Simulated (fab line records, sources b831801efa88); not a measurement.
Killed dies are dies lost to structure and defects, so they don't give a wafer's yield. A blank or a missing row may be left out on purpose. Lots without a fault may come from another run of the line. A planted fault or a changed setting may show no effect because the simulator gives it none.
fab line records | flow sky130
record lots=6 wafers=18 last_day=50
route steps=708 shown VIA4@653 METAL5@661 PAD_OPEN@708
lots that met no fault: from a run of the same line without faults
start_h: hours from the record's first day to the start of the lot's first wafer shown | wait_h: hours since the lot's step before | " the same as in the row above | L1.1+2: a row that stands for several wafers | - no value, or no start given | * or withheld: withheld | < > ~ a bound
route shown NAME@n: a module of which the file shows steps, and the number in the route of the first | usual: mean/standard deviation of fault-free wafers | same: alike in all rows | chamber/n: place in a boat | sites: the reading at each site | _std_site: their standard deviation | _edge_site: outer sites' mean less inner sites' | radius_mm: how far each site lies from the wafer's centre | mask NAME#n: copy n | behind: the tool/chamber that last shaped the wafer | hold: why the lot was held/for how many hours/how that ended | device: the transistor (n, p or np) that didn't switch | end of line: the same wafers' tests at the end of the route | a step without rows: its recipe alone | killed: dies lost to structure and defects at the first sort, not the wafer's yield | map: a wafer's dies, x killed, . not, _ none there
set.NAME: the setting as run; set.NAME@STEP: as run at that earlier step | model.NAME: the simulator's own value behind a step, which no gauge read
lots at some steps of the route; a table a step, a row a wafer
services: from which hour (start_h, from the record's first day; less than 0 if before it) a tool's chamber was out of use, for how many hours, and why
## steps
# step SKY_VIA4_STRIP_14
# recipe chemistry=post_etch_residue_remover time_s=1200 temp_c=72.5
# step SKY_VIA4_CLEAN_15
# recipe chemistry=IPA time_s=180 temp_c=25
# step SKY_VIA4_CLEAN_16
# recipe chemistry=O3/DIW dry=n2_spin
# step SKY_VIA4_SPUTTER_17
# recipe material=TiN target_thk_nm=20 chamber_pressure_pa=5 power_w=4000 time_s=80
# step SKY_VIA4_CVD_18
# recipe material=W target_thk_nm=505 time_s=152.14 temp_c=400 pressure_torr=40
# step SKY_VIA4_RS_MEAS_19
# recipe thk_meas_gauge=four-point-probe reads=W_of_VIA4_CVD_18+TiN_of_VIA4_SPUTTER_17
# usual VIA4_W_RS=0.2247/0.0025
# columns lot.wafer tool chamber start_h wait_h VIA4_W_RS[ohm/sq]
L824.1 film_metro-01 - 1008.79 0.1 0.2223
L824.4 " - " " 0.2267
L824.6 " - " " 0.2249
L825.2 film_metro-01 - 1016.43 0.2 0.2205
L825.4 " - " " 0.2207
L825.6 " - " " 0.2273
L833.3 film_metro-04 - 1069.42 0.2 0.2213
L833.4 " - " " 0.2202
L833.5 " - " " 0.2205
L837.2 film_metro-01 - 1093.64 0.2 0.2255
L837.4 " - " " 0.2252
L837.6 " - " " 0.2244
L839.2 film_metro-04 - 1116.59 0.1 0.2230
L839.5 " - " " 0.2220
L839.6 " - " " 0.2242
L843.2 film_metro-01 - 1133.01 0.1 0.2239
L843.4 " - " " 0.2254
L843.6 " - " " 0.2246
# step SKY_VIA4_THK_MEAS_20
# recipe thk_meas_gauge=xrf reads=W_of_VIA4_CVD_18
# usual VIA4_W_THK=518/6.3
# columns lot.wafer tool chamber start_h wait_h VIA4_W_THK[nm]
L824.1 film_metro-01 - 1008.91 0.1 523
L824.4 " - " " 511
L824.6 " - " " 519
L825.2 film_metro-01 - 1016.54 0.1 524
L825.4 " - " " 525
L825.6 " - " " 511
L833.3 film_metro-04 - 1069.52 0.1 524
L833.4 " - " " 526
L833.5 " - " " 525
L837.2 film_metro-01 - 1093.75 0.1 514
L837.4 " - " " 511
L837.6 " - " " 515
L839.2 film_metro-04 - 1116.70 0.1 524
L839.5 " - " " 524
L839.6 " - " " 522
L843.2 film_metro-01 - 1133.12 0.1 519
L843.4 " - " " 517
L843.6 " - " " 518
# step SKY_VIA4_CMP_21
# recipe stop_on=SiO2 t_overpolish_s=25 down_force_psi=3.5 platen_rpm=60 target_thk_nm=0 pad_velocity_m_s=0.94248
# step SKY_METAL5_SPUTTER_00
# recipe material=Ti target_thk_nm=15 power_w=3000 time_s=10 chamber_pressure_pa=0.4
# step SKY_METAL5_SPUTTER_01
# recipe material=TiN target_thk_nm=20 power_w=6500 time_s=16.7 chamber_pressure_pa=0.4
# usual throttle_valve_pct=29.9/1.1
# columns lot.wafer tool chamber start_h wait_h throttle_valve_pct
L824.1 pvd_sputter-03 - 1009.30 0.0 29.3
L824.4 " - " " 30.1
L824.6 " - " " 28.9
L825.2 pvd_sputter-04 - 1016.91 0.0 28.6
L825.4 " - " " 31.9
L825.6 " - " " 28.6
L833.3 pvd_sputter-04 - 1069.88 0.0 30.5
L833.4 " - " " 28.6
L833.5 " - " " 29.5
L837.2 pvd_sputter-04 - 1094.12 0.0 30.6
L837.4 " - " " 32.1
L837.6 " - " " 28.6
L839.2 pvd_sputter-03 - 1117.07 0.0 29.1
L839.5 " - " " 30.1
L839.6 " - " " 29.1
L843.2 pvd_sputter-03 - 1133.49 0.0 31.0
L843.4 " - " " 30.2
L843.6 " - " " 31.1
# step SKY_METAL5_SPUTTER_02
# recipe material=AlCu target_thk_nm=1150 power_w=10600 time_s=61.2 chamber_pressure_pa=0.4
# usual throttle_valve_pct=29.9/1.1
# columns lot.wafer tool chamber start_h wait_h throttle_valve_pct
L824.1 pvd_sputter-03 - 1009.32 0.0 29.1
L824.4 " - " " 29.9
L824.6 " - " " 29.2
L825.2 pvd_sputter-04 - 1016.94 0.0 28.6
L825.4 " - " " 31.9
L825.6 " - " " 29.0
L833.3 pvd_sputter-04 - 1069.91 0.0 30.6
L833.4 " - " " 28.5
L833.5 " - " " 29.2
L837.2 pvd_sputter-04 - 1094.15 0.0 30.5
L837.4 " - " " 32.4
L837.6 " - " " 28.7
L839.2 pvd_sputter-03 - 1117.10 0.0 29.4
L839.5 " - " " 29.9
L839.6 " - " " 28.6
L843.2 pvd_sputter-03 - 1133.52 0.0 30.8
L843.4 " - " " 30.2
L843.6 " - " " 30.7
# step SKY_METAL5_SPUTTER_03
# recipe material=Ti target_thk_nm=5 power_w=3000 time_s=3.3 chamber_pressure_pa=0.4
# usual throttle_valve_pct=29.9/1.1
# columns lot.wafer tool chamber start_h wait_h throttle_valve_pct
L824.1 pvd_sputter-03 - 1009.37 0.0 29.3
L824.4 " - " " 30.0
L824.6 " - " " 29.3
L825.2 pvd_sputter-04 - 1016.99 0.0 28.6
L825.4 " - " " 32.3
L825.6 " - " " 28.8
L833.3 pvd_sputter-04 - 1069.96 0.0 30.6
L833.4 " - " " 28.7
L833.5 " - " " 29.4
L837.2 pvd_sputter-04 - 1094.20 0.0 30.7
L837.4 " - " " 32.3
L837.6 " - " " 28.6
L839.2 pvd_sputter-03 - 1117.15 0.0 29.4
L839.5 " - " " 30.2
L839.6 " - " " 29.0
L843.2 pvd_sputter-03 - 1133.57 0.0 30.8
L843.4 " - " " 30.4
L843.6 " - " " 30.7
# step SKY_METAL5_SPUTTER_04
# recipe material=TiN target_thk_nm=70 power_w=6500 time_s=58.3 chamber_pressure_pa=0.4
# usual throttle_valve_pct=29.9/1.1
# columns lot.wafer tool chamber start_h wait_h throttle_valve_pct model.TiN_of_METAL5_SPUTTER_04.thk_nm
L824.1 pvd_sputter-03 - 1009.39 0.0 29.4 69.89
L824.4 " - " " 29.8 70.26
L824.6 " - " " 29.3 70.48
L825.2 pvd_sputter-04 - 1017.01 0.0 28.5 69.86
L825.4 " - " " 32.2 70.32
L825.6 " - " " 28.8 69.95
L833.3 pvd_sputter-04 - 1069.98 0.0 30.4 63.86
L833.4 " - " " 28.7 63.95
L833.5 " - " " 29.7 70.07
L837.2 pvd_sputter-04 - 1094.22 0.0 30.4 71.08
L837.4 " - " " 32.3 64.81
L837.6 " - " " 28.5 63.84
L839.2 pvd_sputter-03 - 1117.16 0.0 29.3 69.34
L839.5 " - " " 30.1 70.54
L839.6 " - " " 29.2 68.91
L843.2 pvd_sputter-03 - 1133.59 0.0 30.7 70.15
L843.4 " - " " 30.0 70.9
L843.6 " - " " 30.7 70.93
# step SKY_METAL5_RS_MEAS_05
# recipe thk_meas_gauge=four-point-probe reads=TiN_of_METAL5_SPUTTER_04+Ti_of_METAL5_SPUTTER_03+AlCu_of_METAL5_SPUTTER_02+TiN_of_METAL5_SPUTTER_01+Ti_of_METAL5_SPUTTER_00
# usual METAL5_ALCU_RS=0.0270/0.00031
# columns lot.wafer tool chamber start_h wait_h METAL5_ALCU_RS[ohm/sq]
L824.1 film_metro-01 - 1009.44 0.0 0.0271
L824.4 " - " " 0.0273
L824.6 " - " " 0.0271
L825.2 film_metro-02 - 1017.08 0.0 0.0269
L825.4 " - " " 0.0267
L825.6 " - " " 0.0267
L833.3 film_metro-01 - 1070.06 0.1 0.0274
L833.4 " - " " 0.0268
L833.5 " - " " 0.0271
L837.2 film_metro-01 - 1094.30 0.0 0.0275
L837.4 " - " " 0.0267
L837.6 " - " " 0.0267
L839.2 film_metro-01 - 1117.23 0.0 0.0273
L839.5 " - " " 0.0271
L839.6 " - " " 0.0274
L843.2 film_metro-02 - 1133.66 0.0 0.0268
L843.4 " - " " 0.0268
L843.6 " - " " 0.0270
# step SKY_METAL5_THK_MEAS_06
# recipe thk_meas_gauge=xrf reads=AlCu_of_METAL5_SPUTTER_02
# usual METAL5_ALCU_THK=1145/14
# columns lot.wafer tool chamber start_h wait_h METAL5_ALCU_THK[nm]
L824.1 film_metro-01 - 1009.56 0.1 1136
L824.4 " - " " 1135
L824.6 " - " " 1142
L825.2 film_metro-02 - 1017.19 0.1 1134
L825.4 " - " " 1137
L825.6 " - " " 1143
L833.3 film_metro-01 - 1070.16 0.1 1157
L833.4 " - " " 1170
L833.5 " - " " 1137
L837.2 film_metro-01 - 1094.41 0.1 1124
L837.4 " - " " 1173
L837.6 " - " " 1175
L839.2 film_metro-01 - 1117.34 0.1 1143
L839.5 " - " " 1152
L839.6 " - " " 1136
L843.2 film_metro-02 - 1133.77 0.1 1148
L843.4 " - " " 1145
L843.6 " - " " 1142
# step SKY_METAL5_DEHYDRATE_07
# recipe temp_c=200 time_s=60
# step SKY_METAL5_HMDS_08
# recipe prime_time_s=60 prime_temp_c=120
# step SKY_METAL5_COAT_09
# recipe resist=NOVOLAK spin_rpm=3000 resist_thk_nm=1800
# step SKY_METAL5_SOFTBAKE_10
# recipe temp_c=90 time_s=60 resist=NOVOLAK
# step SKY_METAL5_EXPOSE_11
# recipe mask_id=MM5 na=0.6 source_shape=conventional sigma_outer=0.6 polarization=unpolarized target_cd_nm=1600 dose_mj=190
# step SKY_METAL5_PEB_12
# recipe temp_c=withheld time_s=* resist=NOVOLAK
# step SKY_METAL5_DEVELOP_13
# recipe resist=NOVOLAK developer=TMAH develop_time_s=60 dev_temp_c=23
# step SKY_METAL5_DESCUM_14
# recipe chemistry=O2 source_power_w=150 bias_power_w=0 pressure_mtorr=10 temp_c=40 time_s=11
# usual chamber_pressure_mTorr=10.000/0.009 drypump_motor_current_A=5.8/0.38 he_backside_leak_sccm=3.4/0.38 oes_product_au=0.999/0.01
# columns lot.wafer tool chamber start_h wait_h chamber_pressure_mTorr drypump_motor_current_A he_backside_leak_sccm oes_product_au rf_hours_counter_h
L824.1 rie_metal-02 0 1031.98 0.1 10.021 6.0 3.3 0.990 5
L824.4 " 1 " " 10.018 6.6 3.7 0.991 -
L824.6 " 1 " " 10.005 6.7 3.4 0.998 -
L825.2 rie_metal-03 1 1039.51 0.1 9.991 6.1 3.2 1.000 17
L825.4 " 1 " " 9.989 6.1 3.2 1.008 -
L825.6 " 1 " " 10.002 6.1 3.2 1.006 -
L833.3 rie_metal-01 1 1090.74 0.1 10.003 5.3 3.3 0.970 -
L833.4 " 0 " " 10.018 5.5 3.6 0.987 -
L833.5 " 0 " " 10.005 5.5 3.7 0.982 -
L837.2 rie_metal-03 0 1112.78 0.1 9.994 5.4 3.9 1.007 13
L837.4 " 0 " " 9.988 5.4 3.5 1.010 -
L837.6 " 0 " " 10.002 5.4 6.8 1.015 -
L839.2 rie_metal-02 0 1135.48 0.1 9.995 6.0 3.2 0.986 12
L839.5 " 0 " " 9.998 6.0 3.3 0.994 -
L839.6 " 1 " " 9.982 6.6 3.7 0.985 -
L843.2 rie_metal-01 1 1152.08 0.1 9.982 5.4 3.3 0.985 33
L843.4 " 1 " " 9.999 5.4 3.3 0.983 -
L843.6 " 1 " " 10.000 5.4 3.4 0.992 -
# step SKY_METAL5_METAL_ETCH_15
# recipe target_depth_a=12600 stop_on=SiO2 over_etch_frac=0.2 time_s=252 chemistry=Cl2/BCl3 resist_sidewall_deg=86 pressure_mtorr=10 icp_w=900 bias_w=48.5 Cl2_flow_sccm=60 bcl3_flow_sccm=30
# step SKY_METAL5_STRIP_16
# recipe chemistry=O2/N2 power_w=1400 pressure_mtorr=1500 platen_temp_c=withheld o2_flow_sccm=3000 n2_flow_sccm=300 overash_fraction=0.5
# usual chamber_pressure_mTorr=1499.9/1.3 drypump_motor_current_A=5.5/0.47 oes_product_au=0.710/0.0044 strip_time_to_endpoint_s=13.06/0.14
# columns lot.wafer tool chamber start_h wait_h chamber_pressure_mTorr drypump_motor_current_A oes_product_au rf_hours_counter_h strip_time_to_endpoint_s
L824.1 plasma_asher-04 1 1032.25 0.2 1499.4 5.5 0.717 27 13.23
L824.4 " 1 " " 1498.5 5.5 0.706 - 13.29
L824.6 " 0 " " 1500.4 6.0 0.709 - 13.32
L825.2 plasma_asher-02 0 1039.78 0.2 1501.9 6.2 0.704 91 12.94
L825.4 " 1 " " 1499.8 5.2 0.712 - 12.94
L825.6 " 0 " " 1499.0 6.3 0.711 - 12.94
L833.3 plasma_asher-02 1 1091.03 0.1 1499.2 5.2 0.711 - 13.33
L833.4 " 0 " " 1498.2 6.2 0.703 - 13.14
L833.5 " 1 " " 1501.9 5.2 0.703 - 13.16
L837.2 plasma_asher-04 0 1113.05 0.2 1501.5 6.0 0.714 35 13.01
L837.4 " 1 " " 1499.6 5.5 0.711 - 12.98
L837.6 " 0 " " 1497.7 6.0 0.706 - 13.02
L839.2 plasma_asher-03 1 1135.75 0.2 1501.0 5.0 0.702 7 13.19
L839.5 " 1 " " 1497.1 5.0 0.716 - 13.19
L839.6 " 0 " " 1500.6 5.0 0.709 - 13.24
L843.2 plasma_asher-03 0 1152.35 0.2 1500.1 5.1 0.706 8 13.19
L843.4 " 1 " " 1500.6 5.1 0.707 - 13.16
L843.6 " 1 " " 1500.6 5.1 0.716 - 13.12
# step SKY_METAL5_STRIP_17
# recipe chemistry=post_etch_residue_remover time_s=1200 temp_c=72.5
# columns lot.wafer tool chamber start_h wait_h model.TiN_of_METAL5_SPUTTER_04.thk_nm
L824.1 wet_bench-04 0 1032.35 0.1 69.47
L824.4 " 0 " " 69.84
L824.6 " 0 " " 70.06
L825.2 wet_bench-04 0 1039.88 0.1 69.43
L825.4 " 0 " " 69.89
L825.6 " 0 " " 69.52
L833.3 wet_bench-04 2 1091.10 0.0 63.44
L833.4 " 2 " " 63.53
L833.5 " 2 " " 69.65
L837.2 wet_bench-01 1 1113.19 0.1 70.66
L837.4 " 1 " " 64.39
L837.6 " 1 " " 63.42
L839.2 wet_bench-01 1 1135.85 0.1 68.92
L839.5 " 1 " " 70.13
L839.6 " 1 " " 68.5
L843.2 wet_bench-01 1 1152.45 0.1 69.73
L843.4 " 1 " " 70.48
L843.6 " 1 " " 70.51
# step SKY_METAL5_CLEAN_18
# recipe chemistry=IPA time_s=180 temp_c=25
# step SKY_PAD_OPEN_PROBE_99
# usual defect_limited_yield=82.4/1.9 killed_at_M0_to_M3=44/7.5 killed_at_M4_up=3.2/1.9 killed_at_contacts=23/4.7 killed_at_front_end=15/4.7 killed_at_other=0.4/0.66 killed_dies=87/9.3 killed_on_rim=17/4.1 killed_open=47/7.2 killed_short=39/6.5 sort_bin_3_pad_short=0.8/0.39 sort_bin_5_function=10.5/1.4 sort_bin_6_memory=6.3/1.2 sort_n_pass=405/9.3 sort_yield_pct=82.4/1.9
# same gross_dies=492 killed_at_back_side=0 sort_bin_4_leakage[%]=0 sort_bin_8_speed[%]=0
# columns lot.wafer tool chamber start_h wait_h defect_limited_yield[%] killed_at_M0_to_M3 killed_at_M4_up killed_at_contacts killed_at_front_end killed_at_other killed_dies killed_on_rim killed_open killed_short sort_bin_3_pad_short[%] sort_bin_5_function[%] sort_bin_6_memory[%] sort_n_pass sort_yield_pct[%]
L824.1 prober-01 - 1078.91 0.1 84.3 34 4 25 14 0 77 15 48 29 0.4 10.6 4.7 415 84.3
L824.4 prober-01 - 1079.06 0.2 80.3 52 3 34 8 0 97 21 57 40 0.8 13.6 5.3 395 80.3
L824.6 prober-01 - 1079.16 0.2 82.7 48 2 22 11 2 85 16 57 28 0.6 10.4 6.3 407 82.7
L825.2 prober-02 - 1086.09 0.1 80.1 47 5 27 19 0 98 22 45 53 0.6 10.4 8.9 394 80.1
L825.4 prober-02 - 1086.19 0.2 81.5 45 2 30 14 0 91 21 43 48 1.0 8.9 8.5 401 81.5
L825.6 prober-02 - 1086.29 0.2 83.7 47 1 19 13 0 80 17 47 33 1.0 8.5 6.7 412 83.7
L833.3 prober-02 - 1134.10 0.2 82.1 47 2 23 16 0 88 22 54 33 1.0 10.8 6.1 404 82.1
L833.4 prober-02 - 1134.15 0.2 81.3 49 4 22 17 0 92 18 57 35 0.6 12.8 5.3 400 81.3
L833.5 prober-02 - 1134.20 0.2 82.3 53 1 18 15 0 87 21 60 26 1.0 10.8 5.9 405 82.3
L837.2 prober-02 - 1154.85 0.1 80.5 54 2 21 18 1 96 16 48 48 0.8 12.8 5.9 396 80.5
L837.4 prober-02 - 1154.95 0.2 81.3 47 2 19 24 0 92 16 59 32 0.6 10.6 7.5 400 81.3
L837.6 prober-02 - 1155.05 0.2 78.3 66 0 26 14 1 107 24 59 48 1.0 13.6 7.1 385 78.3
L839.2 prober-01 - 1174.41 0.1 80.9 41 4 26 23 0 94 23 60 34 1.0 11.0 7.1 398 80.9
L839.5 prober-01 - 1174.56 0.2 83.1 45 2 20 16 0 83 17 47 35 0.6 8.9 7.3 409 83.1
L839.6 prober-01 - 1174.61 0.2 83.9 49 1 21 7 1 79 15 46 33 1.0 9.1 5.9 413 83.9
L843.2 prober-02 - 1190.00 0.1 83.7 45 1 25 9 0 80 15 42 37 1.2 8.9 6.1 412 83.7
L843.4 prober-02 - 1190.10 0.2 83.9 38 5 24 12 0 79 21 42 37 0.4 9.8 5.9 413 83.9
L843.6 prober-02 - 1190.20 0.2 82.9 44 1 24 15 0 84 18 48 36 0.8 11.4 4.9 408 82.9
# killed by level:class
L824.1 CONTACT:geometric_particle:open=10 FIELD_ISO:geometric_particle:open=6 METAL1:geometric_particle:open=6 LI_CONTACT:geometric_particle:open=6 VIA3:geometric_particle:open=6 CONTACT:geometric_particle:short=4 VIA1:geometric_particle:open=4 LOCAL_INTERCONNECT:geometric_particle:open=3
L824.4 VIA1:geometric_particle:open=12 CONTACT:geometric_particle:open=11 VIA2:geometric_particle:open=11 CONTACT:geometric_particle:short=8 METAL1:geometric_particle:short=7 METAL2:geometric_particle:short=7 LI_CONTACT:geometric_particle:open=6 LOCAL_INTERCONNECT:geometric_particle:short=5
L824.6 VIA1:geometric_particle:open=14 CONTACT:geometric_particle:open=13 VIA3:geometric_particle:open=8 VIA2:geometric_particle:open=8 POLY_GATE:geometric_particle:open=7 METAL1:geometric_particle:short=5 VIA1:geometric_particle:short=5 CONTACT:geometric_particle:short=4
L825.2 VIA1:geometric_particle:open=12 POLY_GATE:geometric_particle:open=8 METAL3:geometric_particle:short=7 CONTACT:geometric_particle:short=7 LI_CONTACT:geometric_particle:open=7 CONTACT:geometric_particle:open=7 VIA3:geometric_particle:open=6 LOCAL_INTERCONNECT:geometric_particle:short=5
L825.4 CONTACT:geometric_particle:open=11 METAL2:geometric_particle:short=9 VIA1:geometric_particle:open=8 VIA1:geometric_particle:short=6 CONTACT:geometric_particle:short=6 VIA2:geometric_particle:open=5 LOCAL_INTERCONNECT:geometric_particle:short=5 POLY_GATE:geometric_particle:short=4
L825.6 VIA1:geometric_particle:open=14 VIA2:geometric_particle:open=9 VIA1:geometric_particle:short=8 CONTACT:geometric_particle:short=7 VIA3:geometric_particle:open=6 CONTACT:geometric_particle:open=5 FIELD_ISO:geometric_particle:open=4 LI_CONTACT:geometric_particle:open=4
L833.3 VIA1:geometric_particle:open=12 CONTACT:geometric_particle:open=9 VIA2:geometric_particle:open=9 VIA3:geometric_particle:open=8 FIELD_ISO:geometric_particle:open=7 LI_CONTACT:geometric_particle:short=5 CONTACT:geometric_particle:short=4 VIA3:geometric_particle:short=4
L833.4 VIA3:geometric_particle:open=13 VIA2:geometric_particle:open=9 CONTACT:geometric_particle:open=8 VIA1:geometric_particle:open=8 POLY_GATE:geometric_particle:short=5 LI_CONTACT:geometric_particle:open=5 METAL1:geometric_particle:short=5 VIA3:geometric_particle:short=5
L833.5 VIA1:geometric_particle:open=17 VIA2:geometric_particle:open=9 CONTACT:geometric_particle:open=9 METAL1:geometric_particle:short=5 VIA3:geometric_particle:open=5 VIA1:geometric_particle:short=4 METAL1:geometric_particle:open=4 FIELD_ISO:geometric_particle:open=3
L837.2 CONTACT:geometric_particle:open=11 VIA1:geometric_particle:open=11 METAL2:geometric_particle:short=9 METAL1:geometric_particle:short=8 VIA1:geometric_particle:short=7 FIELD_ISO:geometric_particle:short=6 VIA2:geometric_particle:open=6 POLY_GATE:geometric_particle:short=4
L837.4 VIA1:geometric_particle:open=10 POLY_GATE:geometric_particle:open=8 VIA3:geometric_particle:open=8 LI_CONTACT:geometric_particle:open=7 METAL1:geometric_particle:short=7 VIA2:geometric_particle:open=6 FIELD_ISO:geometric_particle:open=5 CONTACT:geometric_particle:open=4
L837.6 VIA2:geometric_particle:open=14 VIA1:geometric_particle:open=13 CONTACT:geometric_particle:open=12 METAL1:geometric_particle:short=10 METAL2:geometric_particle:short=9 VIA3:geometric_particle:short=6 POLY_GATE:geometric_particle:short=6 LI_CONTACT:geometric_particle:open=5
L839.2 FIELD_ISO:geometric_particle:open=10 CONTACT:geometric_particle:open=9 VIA1:geometric_particle:open=9 VIA2:geometric_particle:open=9 VIA3:geometric_particle:open=8 LI_CONTACT:geometric_particle:open=7 LI_CONTACT:geometric_particle:short=5 FIELD_ISO:geometric_particle:short=4
L839.5 VIA1:geometric_particle:open=9 VIA3:geometric_particle:open=8 LI_CONTACT:geometric_particle:open=7 VIA2:geometric_particle:open=6 POLY_GATE:geometric_particle:open=5 LOCAL_INTERCONNECT:geometric_particle:short=5 METAL2:geometric_particle:short=5 FIELD_ISO:geometric_particle:open=4
L839.6 VIA1:geometric_particle:open=9 CONTACT:geometric_particle:open=9 VIA2:geometric_particle:open=7 VIA3:geometric_particle:open=6 VIA1:geometric_particle:short=5 METAL2:geometric_particle:short=5 VIA2:geometric_particle:short=5 LI_CONTACT:geometric_particle:open=4
L843.2 VIA1:geometric_particle:open=11 CONTACT:geometric_particle:open=9 METAL2:geometric_particle:short=8 VIA2:geometric_particle:open=7 LOCAL_INTERCONNECT:geometric_particle:short=5 VIA1:geometric_particle:short=5 CONTACT:geometric_particle:short=5 LI_CONTACT:geometric_particle:open=4
L843.4 VIA3:geometric_particle:open=9 CONTACT:geometric_particle:open=7 METAL2:geometric_particle:short=7 LOCAL_INTERCONNECT:geometric_particle:short=6 LI_CONTACT:geometric_particle:open=4 CONTACT:geometric_particle:short=4 VIA2:geometric_particle:short=4 METAL4:geometric_particle:short=4
L843.6 CONTACT:geometric_particle:open=12 VIA3:geometric_particle:open=9 VIA2:geometric_particle:open=7 LI_CONTACT:geometric_particle:open=6 VIA1:geometric_particle:short=5 FIELD_ISO:geometric_particle:short=4 POLY_GATE:geometric_particle:short=4 METAL1:geometric_particle:short=4
## services
# columns tool chamber start_h hours kind
rie_metal-01 - 1021.74 0.5 repair
plasma_asher-03 - 1055.25 9.0 pm
plasma_asher-03 0 1055.25 9.0 vent_cycle
plasma_asher-03 1 1055.25 9.0 vent_cycle
plasma_asher-03 0 1064.25 - clean
plasma_asher-03 1 1064.25 - clean
rie_metal-02 1 1069.52 7.4 repair
rie_metal-03 - 1069.58 1.2 repair
rie_metal-02 - 1103.29 1.7 repair
wet_bench-04 - 1104.90 1.9 pm
rie_metal-03 - 1106.00 1.9 repair
rie_metal-01 0 1115.08 - clean
rie_metal-01 0 1115.08 - consumable_replace:focus_ring
rie_metal-01 0 1115.08 16.3 scheduled_down
rie_metal-01 0 1115.08 16.3 vent_cycle
rie_metal-02 1 1138.95 - clean
rie_metal-02 1 1138.95 - consumable_replace:focus_ring
rie_metal-02 1 1138.95 20.8 scheduled_down
rie_metal-02 1 1138.95 20.8 vent_cycle
rie_metal-01 - 1139.80 1.7 repair
## key
first_sign none at tools or gauges
model_effect step=SKY_METAL5_SPUTTER_04 value=TiN_of_METAL5_SPUTTER_04.thk_nm without=70.37 struck=64.12
model_effect step=SKY_METAL5_STRIP_17 value=TiN_of_METAL5_SPUTTER_04.thk_nm without=69.95 struck=63.7
met_at SKY_METAL5_SPUTTER_04
struck_wafers L833.3,L833.4,L837.4,L837.6
onset_between 1017.01 1069.98
fault kind=process_parameter_drift tool=pvd_sputter-04 chamber=- onset_h=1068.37 steps=SKY_METAL5_SPUTTER_04 channel=time_s offset=* shape=step end_h=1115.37 scope=struck_wafers_only acts_in=* stated=*
